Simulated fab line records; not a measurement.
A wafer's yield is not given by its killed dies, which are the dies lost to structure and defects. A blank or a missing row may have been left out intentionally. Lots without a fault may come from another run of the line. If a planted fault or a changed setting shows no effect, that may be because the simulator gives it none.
fab line records	flow sky130
[record] lots = 12	wafers = 36	last_day = 51
route steps=708 shown LDD_HVN@275 LDD_HVP@287 LDD_LDN@301 PAD_OPEN@708
lots with no fault: from the same line, run without faults
start_h: hours from the record's opening day to when the first of the lot's shown wafers began	wait_h: hours since the lot's step before	" the same as in the row above	L1.1+2: one row covering several wafers at once	- value missing, or start not given	* or withheld: withheld	< > ~ a bound
route shown NAME@n: NAME is a module with steps in the file, n the number in the route of the first one	usual: mean/standard deviation taken from wafers without a fault	same: alike in all rows	chamber/n: place in a boat	sites: per-site readings	_std_site: the values' standard deviation	_edge_site: the outer-site mean with the inner-site mean subtracted	radius_mm: how far each site lies from the wafer's centre	mask NAME#n: copy n	behind: the last tool/chamber to shape the wafer	hold: reason for holding the lot/hours on hold/outcome of the hold	device: which transistor (n, p or np) failed to switch	end of line: at the end of the route, the tests of the same wafers	where a step has no rows: the recipe by itself	killed: the dies lost at the first sort to structure and to defects; this is not the yield of the wafer	map: the dies of a wafer, with x for killed, . for not killed, _ for no die there
set.NAME: the setting as run; set.NAME@STEP: as run at that earlier step	model.NAME: the simulator's own value behind a step, which no gauge read
the route's steps for a sample of lots (tables are steps, rows are wafers)
services: when a tool's chamber went out of use (start_h, in hours from the record's first day, below 0 if earlier), for how many hours, and the reason
[[steps]]
[step SKY_LDD_HVN_IMPLANT_08]
[recipe] species = P	energy_kev = 60	dose_cm2 = 3e+13	tilt_deg = 40
[usual] dose_ions_cm2 = 3e+13/3.4e+10
lot.wafer	tool	chamber	start_h	wait_h	dose_ions_cm2
L431.1	implanter-03	0	490.32	0.0	3.004e+13
L431.3	"	0	"	"	3.001e+13
L431.6	"	0	"	"	2.997e+13
L432.2	implanter-04	0	499.25	0.0	3e+13
L432.3	"	0	"	"	2.998e+13
L432.6	"	0	"	"	3.002e+13
L434.1	implanter-01	0	528.05	0.0	3.003e+13
L434.2	"	0	"	"	2.996e+13
L434.6	"	0	"	"	3.01e+13
L436.1	implanter-01	0	546.45	0.0	3e+13
L436.3	"	0	"	"	3.001e+13
L436.5	"	0	"	"	2.993e+13
L439.1	implanter-01	0	562.37	0.0	3.002e+13
L439.3	"	0	"	"	3.003e+13
L439.5	"	0	"	"	3.003e+13
L440.1	implanter-04	0	565.45	0.0	2.997e+13
L440.4	"	0	"	"	2.996e+13
L440.6	"	0	"	"	2.996e+13
L441.3	implanter-01	0	576.47	0.1	3.003e+13
L441.4	"	0	"	"	3.004e+13
L441.6	"	0	"	"	3.003e+13
L442.4	implanter-03	0	586.68	0.1	2.998e+13
L442.5	"	0	"	"	2.997e+13
L442.6	"	0	"	"	2.998e+13
L447.1	implanter-01	0	616.48	0.0	3.05e+13
L447.4	"	0	"	"	3.048e+13
L447.5	"	0	"	"	3.049e+13
L448.2	implanter-01	0	623.10	0.0	3.049e+13
L448.5	"	0	"	"	3.051e+13
L448.6	"	0	"	"	3.051e+13
L451.3	implanter-03	0	643.97	0.1	2.996e+13
L451.4	"	0	"	"	3.002e+13
L451.5	"	0	"	"	3.004e+13
L453.4	implanter-04	0	660.38	0.1	2.996e+13
L453.5	"	0	"	"	2.994e+13
L453.6	"	0	"	"	3e+13
[step SKY_LDD_HVN_STRIP_09]
[recipe] chemistry = O2/N2	power_w = 1400	pressure_mtorr = 1500	platen_temp_c = withheld	o2_flow_sccm = 3000	n2_flow_sccm = 300	overash_fraction = 0.5
[usual] drypump_motor_current_A = 5.68/0.27	n2_flow_sccm = 300.0/0.94	oes_product_au = 0.408/0.0047	strip_time_to_endpoint_s = 4.137/0.016
[same] overash_fraction = 0.5
lot.wafer	tool	chamber	start_h	wait_h	drypump_motor_current_A	n2_flow_sccm	oes_product_au	rf_hours_counter_h	strip_time_to_endpoint_s
L431.1	plasma_asher-03	0	490.47	0.1	5.31	300.7	0.416	68	4.139
L431.3	"	0	"	"	5.30	299.5	0.409	-	4.163
L431.6	"	1	"	"	5.29	300.7	0.416	-	4.159
L432.2	plasma_asher-03	1	499.38	0.1	5.25	300.2	0.413	69	4.152
L432.3	"	0	"	"	5.31	299.4	0.405	-	4.140
L432.6	"	1	"	"	5.24	301.1	0.416	-	4.147
L434.1	plasma_asher-04	1	528.20	0.1	5.85	300.9	0.398	10	4.148
L434.2	"	0	"	"	5.90	300.3	0.407	10	4.147
L434.6	"	1	"	"	5.84	300.7	0.410	-	4.145
L436.1	plasma_asher-04	1	546.70	0.2	5.86	299.4	0.414	12	4.147
L436.3	"	0	"	"	5.89	300.8	0.407	-	4.148
L436.5	"	0	"	"	5.91	299.4	0.414	-	4.137
L439.1	plasma_asher-04	1	562.52	0.1	5.86	300.6	0.406	15	4.122
L439.3	"	1	"	"	5.88	300.2	0.406	-	4.088
L439.5	"	0	"	"	5.92	299.0	0.405	-	4.101
L440.1	plasma_asher-03	0	565.60	0.1	5.31	298.3	0.398	74	4.123
L440.4	"	0	"	"	5.31	300.6	0.412	-	4.127
L440.6	"	1	"	"	5.27	299.2	0.410	-	4.135
L441.3	plasma_asher-02	1	576.61	0.1	5.92	298.0	0.408	-	4.126
L441.4	"	0	"	"	5.67	300.5	0.414	-	4.118
L441.6	"	1	"	"	5.92	297.9	0.403	-	4.113
L442.4	plasma_asher-02	1	586.78	0.1	5.95	300.8	0.404	-	4.152
L442.5	"	0	"	"	5.69	302.0	0.406	-	4.135
L442.6	"	1	"	"	5.93	298.6	0.413	-	4.142
L447.1	plasma_asher-02	1	616.63	0.1	5.91	299.9	0.410	91	4.151
L447.4	"	0	"	"	5.66	299.6	0.406	-	4.144
L447.5	"	0	"	"	5.67	300.6	0.409	-	4.133
L448.2	plasma_asher-02	0	623.23	0.1	5.68	300.3	0.408	92	4.133
L448.5	"	1	"	"	5.93	300.1	0.409	-	4.119
L448.6	"	0	"	"	5.66	298.1	0.402	-	4.138
L451.3	plasma_asher-02	0	644.11	0.1	5.68	301.5	0.404	-	4.133
L451.4	"	1	"	"	5.94	298.9	0.413	-	4.140
L451.5	"	0	"	"	5.70	300.2	0.408	-	4.126
L453.4	plasma_asher-03	0	660.48	0.1	5.29	300.8	0.412	-	4.130
L453.5	"	0	"	"	5.32	300.1	0.406	-	4.132
L453.6	"	1	"	"	5.28	298.9	0.413	-	4.133
[step SKY_LDD_HVP_STRIP_09]
[recipe] chemistry = O2/N2	power_w = 1400	pressure_mtorr = 1500	platen_temp_c = withheld	o2_flow_sccm = 3000	n2_flow_sccm = 300	overash_fraction = 0.5
[usual] drypump_motor_current_A = 5.40/0.29	n2_flow_sccm = 299.8/0.91	oes_product_au = 0.408/0.0044	strip_time_to_endpoint_s = 4.142/0.015
[same] overash_fraction = 0.5
lot.wafer	tool	chamber	start_h	wait_h	drypump_motor_current_A	n2_flow_sccm	oes_product_au	rf_hours_counter_h	strip_time_to_endpoint_s
L431.1	plasma_asher-03	1	520.60	0.1	5.28	300.2	0.414	71	4.132
L431.3	"	0	"	"	5.33	301.1	0.412	-	4.130
L431.6	"	1	"	"	5.25	300.3	0.411	-	4.147
L432.2	plasma_asher-01	0	529.90	0.1	5.07	299.3	0.415	39	4.156
L432.3	"	0	"	"	5.15	300.7	0.401	-	4.153
L432.6	"	0	"	"	5.10	300.5	0.409	-	4.155
L434.1	plasma_asher-01	0	558.37	0.1	5.12	299.9	0.419	43	4.127
L434.2	"	1	"	"	5.30	300.2	0.409	43	4.138
L434.6	"	1	"	"	5.27	300.0	0.407	-	4.138
L436.1	plasma_asher-01	0	575.65	0.1	5.09	300.8	0.410	45	4.115
L436.3	"	0	"	"	5.08	300.2	0.409	-	4.121
L436.5	"	0	"	"	5.08	300.1	0.414	-	4.128
L439.1	plasma_asher-01	1	592.32	0.1	5.29	299.8	0.403	46	4.157
L439.3	"	0	"	"	5.11	298.9	0.409	-	4.168
L439.5	"	0	"	"	5.11	299.9	0.408	-	4.161
L440.1	plasma_asher-03	1	595.22	0.1	5.27	299.5	0.407	77	4.133
L440.4	"	1	"	"	5.26	299.3	0.407	-	4.133
L440.6	"	1	"	"	5.27	297.7	0.418	-	4.135
L441.3	plasma_asher-01	1	605.76	0.1	5.31	298.5	0.412	-	4.127
L441.4	"	0	"	"	5.09	300.1	0.405	-	4.128
L441.6	"	0	"	"	5.09	299.7	0.404	-	4.154
L442.4	plasma_asher-01	1	616.11	0.1	5.29	299.6	0.400	-	4.127
L442.5	"	1	"	"	5.29	298.8	0.407	-	4.127
L442.6	"	0	"	"	5.11	300.8	0.407	-	4.116
L447.1	plasma_asher-01	0	645.67	0.1	5.13	297.8	0.405	52	4.141
L447.4	"	1	"	"	5.31	300.4	0.405	-	4.123
L447.5	"	0	"	"	5.11	298.0	0.411	-	4.151
L448.2	plasma_asher-01	1	652.45	0.1	5.31	298.9	0.418	53	4.141
L448.5	"	0	"	"	5.12	301.3	0.406	-	4.158
L448.6	"	1	"	"	5.31	300.3	0.407	-	4.144
L451.3	plasma_asher-04	1	672.61	0.1	5.86	300.4	0.414	-	4.145
L451.4	"	0	"	"	5.88	299.5	0.409	-	4.142
L451.5	"	0	"	"	5.88	298.1	0.411	-	4.145
L453.4	plasma_asher-04	1	688.91	0.1	5.84	299.2	0.402	-	4.135
L453.5	"	1	"	"	5.88	298.8	0.413	-	4.127
L453.6	"	0	"	"	5.92	301.4	0.412	-	4.102
[step SKY_LDD_LDN_STRIP_12]
[recipe] chemistry = O2/N2	power_w = 1400	pressure_mtorr = 1500	platen_temp_c = withheld	o2_flow_sccm = 3000	n2_flow_sccm = 300	overash_fraction = 0.5
[usual] drypump_motor_current_A = 5.41/0.28	n2_flow_sccm = 300.1/0.94	oes_product_au = 0.716/0.0043	strip_time_to_endpoint_s = 14.20/0.032
[same] overash_fraction = 0.5
lot.wafer	tool	chamber	start_h	wait_h	drypump_motor_current_A	n2_flow_sccm	oes_product_au	rf_hours_counter_h	strip_time_to_endpoint_s
L431.1	plasma_asher-01	0	550.93	0.1	5.14	300.6	0.722	42	14.18
L431.3	"	0	"	"	5.14	300.6	0.719	-	14.25
L431.6	"	0	"	"	5.14	301.0	0.721	-	14.24
L432.2	plasma_asher-03	0	559.62	0.1	5.31	298.0	0.716	74	14.20
L432.3	"	1	"	"	5.27	299.6	0.714	-	14.21
L432.6	"	1	"	"	5.25	299.6	0.714	-	14.24
L434.1	plasma_asher-03	1	588.78	0.1	5.23	298.3	0.716	76	14.17
L434.2	"	0	"	"	5.30	301.3	0.718	76	14.22
L434.6	"	1	"	"	5.23	299.5	0.723	-	14.15
L436.1	plasma_asher-03	0	605.27	0.1	5.32	300.8	0.712	78	14.17
L436.3	"	1	"	"	5.26	300.1	0.712	-	14.23
L436.5	"	0	"	"	5.31	299.9	0.708	-	14.14
L439.1	plasma_asher-03	1	622.42	0.1	5.26	301.4	0.715	80	14.14
L439.3	"	0	"	"	5.33	299.7	0.724	-	14.14
L439.5	"	1	"	"	5.27	301.7	0.712	-	14.12
L440.1	plasma_asher-01	1	624.58	0.1	5.32	299.4	0.709	50	14.16
L440.4	"	1	"	"	5.29	299.7	0.710	-	14.15
L440.6	"	1	"	"	5.32	300.0	0.718	-	14.20
L441.3	plasma_asher-01	0	634.66	0.1	5.10	300.7	0.724	-	14.17
L441.4	"	1	"	"	5.33	298.5	0.717	-	14.14
L441.6	"	1	"	"	5.32	298.4	0.725	-	14.20
L442.4	plasma_asher-02	1	644.86	0.1	5.95	299.3	0.719	-	14.21
L442.5	"	0	"	"	5.68	301.3	0.710	-	14.20
L442.6	"	1	"	"	5.92	299.5	0.721	-	14.20
L447.1	plasma_asher-02	0	675.43	0.1	5.70	301.4	0.717	98	14.18
L447.4	"	0	"	"	5.66	301.9	0.720	-	14.21
L447.5	"	0	"	"	5.68	300.8	0.716	-	14.20
L448.2	plasma_asher-01	1	681.82	0.1	5.32	300.5	0.717	55	14.15
L448.5	"	1	"	"	5.30	299.9	0.723	-	14.16
L448.6	"	0	"	"	5.13	302.5	0.714	-	14.22
L451.3	plasma_asher-02	0	701.91	0.1	5.68	300.5	0.718	-	14.25
L451.4	"	1	"	"	5.94	300.2	0.716	-	14.22
L451.5	"	0	"	"	5.69	299.5	0.709	-	14.21
L453.4	plasma_asher-02	1	717.56	0.1	5.93	301.2	0.713	-	14.16
L453.5	"	0	"	"	5.69	300.0	0.722	-	14.19
L453.6	"	1	"	"	5.92	300.2	0.712	-	14.15
[step SKY_PAD_OPEN_PROBE_99]
[usual] killed_at_M0_to_M3 = 42/6.7	killed_at_M4_up = 3.0/1.9	killed_at_contacts = 24/5.3	killed_at_front_end = 16/4.3	killed_at_other = 0.4/0.71	killed_dies = 85/9.6	killed_on_rim = 17/3.7	killed_open = 46/6.5	killed_short = 39/6.7
[same] gross_dies = 492	killed_at_back_side = 0
lot.wafer	tool	chamber	start_h	wait_h	killed_at_M0_to_M3	killed_at_M4_up	killed_at_contacts	killed_at_front_end	killed_at_other	killed_dies	killed_on_rim	killed_open	killed_short
L431.1	prober-01	-	1106.04	0.1	40	5	25	11	1	82	16	44	38
L431.3	prober-01	-	1106.14	0.2	43	4	31	15	0	93	22	52	41
L431.6	prober-01	-	1106.29	0.2	41	5	28	18	1	93	22	39	54
L442.4	prober-02	-	1170.60	0.2	48	1	20	12	1	82	19	42	39
L442.5	prober-02	-	1170.65	0.2	35	8	19	19	1	82	17	47	34
L442.6	prober-02	-	1170.70	0.2	41	2	30	9	0	82	15	44	38
L447.1	prober-01	-	1185.68	0.1	42	5	28	15	0	90	15	52	38
L447.4	prober-01	-	1185.83	0.2	41	4	24	20	0	89	19	56	33
L447.5	prober-01	-	1185.88	0.2	43	2	19	21	0	85	18	53	29
L453.4	prober-01	-	1217.16	0.2	41	5	16	24	0	86	14	48	38
L453.5	prober-01	-	1217.21	0.2	44	1	24	22	1	92	17	50	41
L453.6	prober-01	-	1217.26	0.2	39	2	26	21	0	88	19	48	39
// killed by level:class
L431.1 LI_CONTACT:geometric_particle:open=8 VIA2:geometric_particle:open=8 VIA1:geometric_particle:open=7 VIA3:geometric_particle:open=6 CONTACT:geometric_particle:open=6 VIA1:geometric_particle:short=5 POLY_GATE:geometric_particle:open=5 METAL2:geometric_particle:short=5
L431.3 CONTACT:geometric_particle:open=12 VIA1:geometric_particle:open=11 LI_CONTACT:geometric_particle:open=10 VIA2:geometric_particle:open=7 VIA1:geometric_particle:short=6 FIELD_ISO:geometric_particle:short=5 CONTACT:geometric_particle:short=5 VIA3:geometric_particle:open=5
L431.6 VIA1:geometric_particle:open=10 CONTACT:geometric_particle:open=7 LOCAL_INTERCONNECT:geometric_particle:short=6 FIELD_ISO:geometric_particle:open=5 CONTACT:geometric_particle:short=5 LI_CONTACT:geometric_particle:open=5 VIA1:geometric_particle:short=5 METAL1:geometric_particle:short=5
L442.4 CONTACT:geometric_particle:open=11 METAL1:geometric_particle:short=11 VIA2:geometric_particle:open=9 VIA1:geometric_particle:open=7 POLY_GATE:geometric_particle:short=5 VIA3:geometric_particle:open=5 VIA3:geometric_particle:short=4 VIA1:geometric_particle:short=4
L442.5 LI_CONTACT:geometric_particle:open=10 VIA2:geometric_particle:open=9 POLY_GATE:geometric_particle:short=7 METAL1:geometric_particle:short=6 VIA1:geometric_particle:open=6 FIELD_ISO:geometric_particle:open=5 CONTACT:geometric_particle:open=5 METAL3:geometric_particle:short=5
L442.6 CONTACT:geometric_particle:open=13 VIA1:geometric_particle:short=7 LI_CONTACT:geometric_particle:open=6 LOCAL_INTERCONNECT:geometric_particle:short=6 VIA1:geometric_particle:open=6 VIA2:geometric_particle:open=6 CONTACT:geometric_particle:short=4 METAL2:geometric_particle:short=4
L447.1 CONTACT:geometric_particle:open=16 VIA3:geometric_particle:open=9 METAL2:geometric_particle:short=7 VIA1:geometric_particle:open=7 POLY_GATE:geometric_particle:open=5 VIA1:geometric_particle:short=5 CONTACT:geometric_particle:short=5 METAL1:geometric_particle:short=5
L447.4 VIA1:geometric_particle:open=14 FIELD_ISO:geometric_particle:open=9 LI_CONTACT:geometric_particle:open=7 CONTACT:geometric_particle:open=7 METAL2:geometric_particle:short=7 VIA3:geometric_particle:open=6 VIA2:geometric_particle:open=5 POLY_GATE:geometric_particle:open=4
L447.5 VIA1:geometric_particle:open=12 VIA3:geometric_particle:open=9 FIELD_ISO:geometric_particle:open=8 CONTACT:geometric_particle:open=7 VIA1:geometric_particle:short=6 POLY_GATE:geometric_particle:open=5 METAL3:geometric_particle:short=5 VIA2:geometric_particle:open=5
L453.4 VIA3:geometric_particle:open=9 FIELD_ISO:geometric_particle:open=8 FIELD_ISO:geometric_particle:short=7 CONTACT:geometric_particle:open=7 VIA1:geometric_particle:open=7 VIA2:geometric_particle:open=7 LI_CONTACT:geometric_particle:open=4 METAL2:geometric_particle:short=4
L453.5 CONTACT:geometric_particle:open=14 VIA1:geometric_particle:open=10 FIELD_ISO:geometric_particle:short=8 VIA3:geometric_particle:open=5 POLY_GATE:geometric_particle:open=5 CONTACT:geometric_particle:short=5 VIA1:geometric_particle:short=5 METAL2:geometric_particle:short=5
L453.6 VIA1:geometric_particle:open=12 CONTACT:geometric_particle:open=8 FIELD_ISO:geometric_particle:short=6 LI_CONTACT:geometric_particle:open=6 VIA2:geometric_particle:open=6 LOCAL_INTERCONNECT:geometric_particle:short=5 METAL1:geometric_particle:short=5 VIA3:geometric_particle:open=5
[[services]]
tool	chamber	start_h	hours	kind
plasma_asher-03	-	467.60	10.3	repair
implanter-04	-	468.70	0.5	repair
plasma_asher-03	-	529.88	22.8	pm
plasma_asher-02	-	545.50	14.6	pm
implanter-03	-	554.95	2.1	pm
implanter-04	-	562.44	1.4	repair
plasma_asher-04	-	578.01	1.6	repair
implanter-01	-	601.09	0.6	repair
implanter-01	-	636.26	4.8	repair
implanter-04	-	637.25	2.0	pm
implanter-04	-	645.51	1.1	repair
plasma_asher-04	-	657.61	13.8	repair
plasma_asher-01	-	670.74	1.9	repair
implanter-01	-	672.63	2.1	repair
plasma_asher-01	-	674.67	3.6	repair
plasma_asher-03	-	678.87	4.3	pm
implanter-03	-	691.28	1.4	repair
plasma_asher-02	-	698.95	0.7	repair
plasma_asher-01	-	715.12	14.0	repair
[[key]]
[first_sign] step = SKY_LDD_HVN_IMPLANT_08	reading = dose_ions_cm2	direction = up	sigmas = 14	usual = *	struck = *
effect none on later readings
met_at SKY_LDD_HVN_IMPLANT_08
struck_lots L447,L448
tester_left_out L447,L448
not_acting_at SKY_LDD_HVN_STRIP_09,SKY_LDD_HVP_STRIP_09,SKY_LDD_LDN_STRIP_12
onset_between 576.47 616.48
[fault] kind = process_parameter_drift	tool = implanter-01	chamber = -	onset_h = 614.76	steps = SKY_LDD_HVN_IMPLANT_08	channel = dose_cm2	offset = *	shape = step	end_h = 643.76	acts_in = *	stated = *
// tester_left_out: of these lots the tester's yield and bins aren't shown, on N5 and GAA mostly nor the transistor test; their killed dies are dies lost to structure and defects alone, not to doping, threshold or leakage, so they don't give the yield
